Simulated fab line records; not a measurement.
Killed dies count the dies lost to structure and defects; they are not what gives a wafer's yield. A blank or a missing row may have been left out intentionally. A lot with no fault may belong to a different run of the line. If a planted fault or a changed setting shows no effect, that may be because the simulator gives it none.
A lot that was struck, set against a sound lot || flow sky130 || 37 out of 708 route steps
Sound: the wafers L216.2, L216.5, L216.6. Struck: wafers L218.1, L218.2, L218.6. At the end, the cause is stated.
Each step with rows lists, per side, the tool, then ch with its chambers, then its first start. Under that, the readings that differ: sound wafers || struck wafers || difference of the means || sigmas: that difference in standard deviations of wafers without a fault.
alike: same words and numbers on both sides, and readings whose means sit less than 2 such deviations apart. not compared: any withheld reading, any reading some wafer has no value for, any bound like >300 that may hide the same value, and any number with overlapping values for which the record gives no deviation.
The two part at a step that has a row with sigmas, a row that says differs or no value, or rows on one side only. Numbers that have no deviation but don't overlap get no sigmas and don't part them. Lack of a reading on every wafer of one side parts them only where that side has two or more wafers.

first, 10 steps without rows for these wafers: SKY_FIELD_ISO_ETCH_14 (etches BARC in N2/H2, stops on SiO2, time 45.9 s, target depth 60 nm); SKY_FIELD_ISO_ETCH_15 (etches the open film in CHF3/O2, stops on Si, target depth 180 nm, time 72 s); SKY_FIELD_ISO_STRIP_16 (strips in O2/N2); SKY_FIELD_ISO_ETCH_17 (etches Si in HBr/Cl2/O2, target depth 342 nm, time 97.7 s); SKY_FIELD_ISO_WET_ETCH_18 (etches Si3N4 in H3PO4, target depth 25 nm, time 286 s); SKY_FIELD_ISO_CLEAN_19 (cleans in SC1/SC2, time 150 s); SKY_FIELD_ISO_CLEAN_20 (cleans in dHF, time 20 s); SKY_FIELD_ISO_WET_ETCH_21 (etches SiO2 in dHF, target depth 20 nm, time 400 s); SKY_FIELD_ISO_OXIDATION_22 (stabilise 600 s, purge 300 s, target thk 10 nm); SKY_FIELD_ISO_CVD_24 (deposits SiO2, target thk 595 nm, time 99.2 s).
SKY_FIELD_ISO_ANNEAL_26: time 1800 s.
  sound on furnace-01 ch 0, day 4 14:52; struck on furnace-02 ch 0, day 4 22:29
{"reading": "spike_tc_bottom_C (C)", "sound": "1016.2 1015.6 1016.7", "struck": "1019.0 1019.0 1018.7", "difference": "+2.7", "sigmas": "+3"}
then, 25 steps without rows for these wafers: SKY_FIELD_ISO_CMP_27 (polishes, stops on Si3N4, t overpolish 16 s, target thk 457.8 nm); SKY_FIELD_ISO_WET_ETCH_28 (etches SiO2 in dHF, target depth 23.7 nm, time 47 s); SKY_FIELD_ISO_WET_ETCH_29 (etches Si3N4 in H3PO4, target depth 160 nm, time 1825 s); SKY_FIELD_ISO_WET_ETCH_30 (etches SiO2 in dHF, target depth 25 nm, time 50 s); SKY_NWELL_CLEAN_00 (cleans in SC1/SC2, time 150 s); SKY_NWELL_OXIDATION_01 (stabilise 600 s, purge 300 s, target thk 10 nm); SKY_DNWELL_DEHYDRATE_00 (time 60 s); SKY_DNWELL_HMDS_01 (prime time 60 s); SKY_DNWELL_COAT_02 (resist thk 3000 nm); SKY_DNWELL_SOFTBAKE_03; SKY_DNWELL_EXPOSE_04 (exposes mask DNM, target cd 3000 nm); SKY_DNWELL_PEB_05; SKY_DNWELL_DEVELOP_06 (develop time 60 s); SKY_DNWELL_IMPLANT_07; SKY_DNWELL_STRIP_08 (strips in O2/N2); SKY_PWDE_DEHYDRATE_00 (time 60 s); SKY_PWDE_HMDS_01 (prime time 60 s); SKY_PWDE_COAT_02 (resist thk 3000 nm); SKY_PWDE_SOFTBAKE_03; SKY_PWDE_EXPOSE_04 (exposes mask PWDEM, target cd 840 nm); SKY_PWDE_PEB_05; SKY_PWDE_DEVELOP_06 (develop time 60 s); SKY_PWDE_IMPLANT_08; SKY_PWDE_STRIP_09 (strips in O2/N2); SKY_NWELL_DEHYDRATE_03 (time 60 s).
-- the record jumps here: 44 days lie between the struck wafers' starts before and after (it left off in module NWELL and takes up again in module PAD_OPEN, whose first step shown is number 708 of the route) --
SKY_PAD_OPEN_PROBE_99:
  struck on prober-01, day 49 03:15; sound on prober-02, day 48 14:18
{"reading": "model.etest.diode_nwell_sub.leak_log10_a_cm2", "sound": "-7.338 -7.307 -7.369", "struck": "-6.646 -6.811 -6.772", "difference": "+0.595", "sigmas": ""}
{"reading": "model.etest.diode_dnwell_sub.leak_log10_a_cm2", "sound": "-7.183 -7.131 -7.275", "struck": "-6.954 -6.796 -7.027", "difference": "+0.271", "sigmas": ""}
{"reading": "model.etest.diode_pwell_dnwell.leak_log10_a_cm2", "sound": "-7.441 -7.663 -7.826", "struck": "-7.032 -7.272 -7.119", "difference": "+0.502", "sigmas": ""}
{"reading": "model.etest.pfet_16v.off_log10_a_um", "sound": "-13.96 -13.86 -14.06", "struck": "-13.62 -13.76 -13.73", "difference": "+0.26", "sigmas": ""}
  alike: killed_at_M0_to_M3, killed_at_M4_up, killed_at_contacts, killed_at_front_end, killed_at_other, killed_dies, killed_open, killed_short
  not compared: model.etest.cap_ono.gate_bv_v, model.etest.nfet_16v.off_log10_a_um

WHERE THEY PART
At SKY_FIELD_ISO_ANNEAL_26 and nowhere else, as far as this record goes. Later steps at which nothing parts them and some readings are alike: SKY_PAD_OPEN_PROBE_99.

WHY: what had been put in by the simulator
Metallic contamination source: furnace-02, from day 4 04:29 on, at SKY_FIELD_ISO_ANNEAL_26. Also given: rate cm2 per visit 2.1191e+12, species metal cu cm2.
